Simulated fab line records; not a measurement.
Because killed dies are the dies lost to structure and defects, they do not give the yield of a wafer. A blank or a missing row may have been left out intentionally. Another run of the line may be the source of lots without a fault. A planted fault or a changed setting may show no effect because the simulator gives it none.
Which tool is to blame? :: flow gf180mcu :: 6 lots with 18 wafers sampled at 2 steps, on a route of 602 steps

== WHAT THE GAUGES SHOWED, per wafer ==
GF_VT_IMPLANT_OVL_MEAS_07.
lot: L742
measured: day 6 09:55
on: overlay-01
VT_IMPLANT_OVL (nm): 0.3 0.6 -1.2

lot: L744
measured: day 6 16:31
on: overlay-01
VT_IMPLANT_OVL (nm): 0.9 0.7 -0.3

lot: L748
measured: day 7 18:50
on: overlay-02
VT_IMPLANT_OVL (nm): -0.4 1.1 0.1

lot: L750
measured: day 8 03:56
on: overlay-01
VT_IMPLANT_OVL (nm): -2.7 -0.6 -2.3

lot: L752
measured: day 8 17:57
on: overlay-02
VT_IMPLANT_OVL (nm): 2.1 2.1 1.4

lot: L762
measured: day 11 06:58
on: overlay-02
VT_IMPLANT_OVL (nm): 1.4 0.1 0.4

== WHAT TOOL EACH LOT RAN ON (gives the tool, then ch and the chambers of the sampled wafers, and finally the start) ==
lot: L742
GF_VT_IMPLANT_EXPOSE_04: iline-stepper-02 ch 0, day 6 02:35

lot: L744
GF_VT_IMPLANT_EXPOSE_04: iline-stepper-02 ch 0, day 6 09:05

lot: L748
GF_VT_IMPLANT_EXPOSE_04: iline-stepper-01 ch 0, day 7 10:58

lot: L750
GF_VT_IMPLANT_EXPOSE_04: iline-stepper-02 ch 0, day 7 20:17

lot: L752
GF_VT_IMPLANT_EXPOSE_04: iline-stepper-01 ch 0, day 8 10:24

lot: L762
GF_VT_IMPLANT_EXPOSE_04: iline-stepper-01 ch 0, day 10 22:24
- GF_VT_IMPLANT_EXPOSE_04: exposes mask LVPWELL LV AREA, target cd 600 nm.

== THE ANSWER, worked out from the rows above alone ==
Rule: what is usual is taken from the lots themselves. The widest of any qualifying gaps counts: lots, ordered by their means at a reading, are off when they make up no more than a third of the lots, leave a main group of 4 or more, and stand apart from it by 3 or more times the standard deviation of that group's means. A main group whose means are all the same, to the digits that the tables above print for the reading, isn't used. A lot without any number at a reading at which 4 lots or more have one is off too. All remaining lots with rows at the step are treated as sound.
Nothing can be told from this: no lot is off at any reading shown.

== WHAT HAD BEEN PUT IN BY THE SIMULATOR ==
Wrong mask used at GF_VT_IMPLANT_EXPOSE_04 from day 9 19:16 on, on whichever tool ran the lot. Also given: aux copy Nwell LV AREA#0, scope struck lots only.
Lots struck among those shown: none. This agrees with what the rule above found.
